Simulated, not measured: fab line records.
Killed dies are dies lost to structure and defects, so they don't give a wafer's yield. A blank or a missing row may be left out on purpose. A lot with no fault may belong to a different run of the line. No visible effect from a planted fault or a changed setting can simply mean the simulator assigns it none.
What tool caused it? -- flow gf180mcu -- 7 lots, 21 wafers sampled, at 4 steps of a route of 602

== WHAT EACH GAUGE READ, for each wafer ==
GF_V4_THK_MEAS_03.
lot,measured,on,V4_CVD_02_THK (nm)
L615,day 24 15:26,film metro-01,815 834 824
L618,day 26 00:12,film metro-02,848 852 854
L620,day 26 21:46,film metro-02,829 832 841
L625,day 28 16:14,film metro-02,836 650 846
L629,day 29 17:32,film metro-03,641 842 857
L632,day 30 02:19,film metro-01,849 852 854
L635,day 30 20:17,film metro-02,841 849 858

== TOOL THAT RAN EACH LOT (tool first, then ch and the chambers of the sampled wafers, then the start) ==
lot,GF_V3_ETCH_16,GF_V3_STRIP_18,GF_V4_CVD_02
L615,"rie diel-02 ch 1,2,3, day 23 14:40","plasma asher-02 ch 0,1, day 23 14:47","pecvd-03 ch 0,2, day 24 15:22"
L618,"rie diel-04 ch 1,2,3, day 24 23:52","plasma asher-04 ch 0,1, day 25 00:01","pecvd-02 ch 0,2, day 26 00:07"
L620,"rie diel-02 ch 1,2, day 25 22:31","plasma asher-04 ch 0,1, day 25 22:38","pecvd-03 ch 0,1,2, day 26 21:41"
L625,"rie diel-04 ch 1,3, day 27 17:47","plasma asher-01 ch 0,1, day 27 17:55","pecvd-02 ch 0,1, day 28 16:10"
L629,"rie diel-03 ch 0,2,3, day 28 19:34","plasma asher-04 ch 0,1, day 28 19:41","pecvd-02 ch 1,2, day 29 17:28"
L632,"rie diel-02 ch 0,1, day 29 04:49","plasma asher-02 ch 0,1, day 29 04:56","pecvd-01 ch 1,2, day 30 02:14"
L635,"rie diel-02 ch 0,2, day 30 00:19","plasma asher-01 ch 0,1, day 30 00:26","pecvd-03 ch 0,2, day 30 20:13"
- GF_V3_ETCH_16: etches BARC in N2/H2.
- GF_V3_STRIP_18: strips in O2/N2.
- GF_V4_CVD_02: deposits SiO2 from TEOS, target thk 850 nm, time 94.851 s.

== THE ANSWER, worked out from the rows above alone ==
Rule: the usual values come from the lots themselves. The widest of any qualifying gaps counts: lots, ordered by their means at a reading, are off when they make up no more than a third of the lots, leave a main group of 4 or more, and stand apart from it by 3 or more times the standard deviation of that group's means. The tables above print the reading to a certain number of digits; a main group whose means all agree to those digits is not used. A lot without any number at a reading at which 4 lots or more have one is off too. Any other lot the step has rows for is counted as sound.
Off: L625, L629, at GF_V4_THK_MEAS_03 (V4_CVD_02_THK). For the main group the mean is 842 nm and the standard deviation 11.
A tool fits if, at a process step before that reading, it ran every lot that is off, and no sound lot after the first of them. The gauges at GF_V4_THK_MEAS_03 are tried like those tools. One fits: GF_V4_CVD_02 on pecvd-02. Its last sound lot is L618 (day 26 00:07), its first lot that is off L625 (day 28 16:10): a fault that began between those two fits.

== WHAT THE SIMULATOR PUT IN ==
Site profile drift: pecvd-02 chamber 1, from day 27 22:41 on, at GF_V4_CVD_02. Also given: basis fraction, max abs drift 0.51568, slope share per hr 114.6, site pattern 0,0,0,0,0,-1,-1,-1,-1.
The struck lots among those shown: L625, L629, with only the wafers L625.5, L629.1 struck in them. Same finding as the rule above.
